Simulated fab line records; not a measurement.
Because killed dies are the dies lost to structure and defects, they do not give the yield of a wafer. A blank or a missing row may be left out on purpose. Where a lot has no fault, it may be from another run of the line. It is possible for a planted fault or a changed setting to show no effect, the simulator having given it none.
Struck lot and sound lot, side by side    flow gf180mcu    17 steps out of a route of 602
Sound: these wafers, L971.2, L971.3, L971.6. Struck: wafer L963.6. (L963.4, L963.5 of the same lot were not struck and are left out.) The cause comes at the end.
Each step with rows lists, per side, the tool, then ch with its chambers, then its first start. Under that, the readings that differ: sound wafers    struck wafers    difference of the means    sigmas: that difference in standard deviations of wafers without a fault.
alike: readings whose means differ by less than 2 such deviations, and words and numbers that are the same on both sides. not compared: withheld readings, readings that some wafer has no value for, bounds like >300 that may hide the same value, and numbers for which the record gives no deviation and whose values overlap.
Wherever a step has rows on one side only, a row that says differs or no value, or a row with sigmas, the two part there. Numbers that have no deviation but don't overlap get no sigmas and don't part them. A reading that every wafer of one side lacks parts them only if that side has two wafers or more.

first, 4 steps without rows for these wafers: GF_SAB_SOFTBAKE_05 (time 60 s); GF_SAB_EXPOSE_06 (exposes mask SAB, target cd 420 nm); GF_SAB_PEB_07; GF_SAB_DEVELOP_08 (develop time 60 s).
GF_SAB_CD_MEAS_09: the cd target is 420 nm.
  sound: cd-sem-02 at day 22 14:19; struck: cd-sem-02 at day 19 08:58
  alike: cd-nm
GF_SAB_OVL_MEAS_10:
  sound: overlay-01 at day 22 14:25; struck: overlay-01 at day 19 09:02
reading       sound           struck  difference  sigmas
SAB_OVL (nm)  -1.4 -1.5 -2.4  1.6     +3.4        +2
GF_SAB_ETCH_11: etches SiO2 in C4F8/O2/Ar, target depth 55 nm, time 8.633 s.
  sound on rie-diel-02 ch 0,1, day 22 14:27; struck on rie-diel-04 ch 3, day 19 09:04
  alike: oes-product-au
  not compared: rf-hours-counter-h
then, 1 step without rows for these wafers: GF_SAB_WET_ETCH_12 (etches SiO2 in dHF, target depth 22 nm, time 440 s).
GF_SAB_STRIP_13: strips in O2/N2.
  sound on plasma-asher-03 ch 0,1, day 22 14:37; struck on plasma-asher-04 ch 1, day 19 09:14
  alike: drypump-motor-current-A, heater-power-w, oes-product-au, strip-time-to-endpoint-s
  not compared: rf-hours-counter-h
then, 2 steps without rows for these wafers: GF_SALICIDE_CLEAN_00 (cleans in SC1/SC2, time 150 s); GF_SALICIDE_WET_ETCH_01 (etches SiO2 in dHF, target depth 5 nm, time 100 s).
GF_SALICIDE_SPUTTER_02: material Co, target thk 10 nm, time 20 s.
  sound: pvd-sputter-04 at day 22 14:50; struck: pvd-sputter-02 at day 19 09:23
  alike: throttle-valve-pct
GF_SALICIDE_SPUTTER_03: material TiN, target thk 20 nm, time 16.7 s.
  sound: pvd-sputter-04 at day 22 14:52; struck: pvd-sputter-02 at day 19 09:25
reading                                       sound              struck  difference  sigmas
model.TiN_of_SALICIDE_SPUTTER_03.thk-nm (nm)  19.65 19.32 19.64  21.87   +2.33       
  alike: throttle-valve-pct
GF_SALICIDE_RS_MEAS_04: the measuring method here is four-point-probe.
  sound: film-metro-04 at day 22 14:55; struck: film-metro-04 at day 19 09:31
reading                   sound           struck  difference  sigmas
SALICIDE_TIN_RS (ohm/sq)  16.3 16.4 16.3  15.6    -0.7        -2
GF_SALICIDE_THK_MEAS_05: measures by xrf.
  sound: film-metro-04 at day 22 15:02; struck: film-metro-04 at day 19 09:36
reading                sound              struck  difference  sigmas
SALICIDE_TIN_THK (nm)  19.43 19.12 19.32  21.63   +2.34       +8
GF_SALICIDE_RTA_06: time 30 s.
  sound on rtp-anneal-02 ch 0, day 22 15:05; struck on rtp-anneal-02 ch 0, day 19 09:41
  alike: lamp-power-pct, wafer_temp_C_max
-- the record jumps here: 13 days lie between the struck wafers' starts before and after (it left off in module SALICIDE and takes up again in module PASSIVATION, whose first step shown is number 602 of the route) --
GF_PASSIVATION_PROBE_99:
  rows exist in the record for the struck wafers here (prober-02, day 32 11:48), but not for the sound ones

== WHERE THEY PART ==
Earliest at GF_SAB_OVL_MEAS_10; latest, in this record, at GF_PASSIVATION_PROBE_99.

WHY: what the simulator had put in
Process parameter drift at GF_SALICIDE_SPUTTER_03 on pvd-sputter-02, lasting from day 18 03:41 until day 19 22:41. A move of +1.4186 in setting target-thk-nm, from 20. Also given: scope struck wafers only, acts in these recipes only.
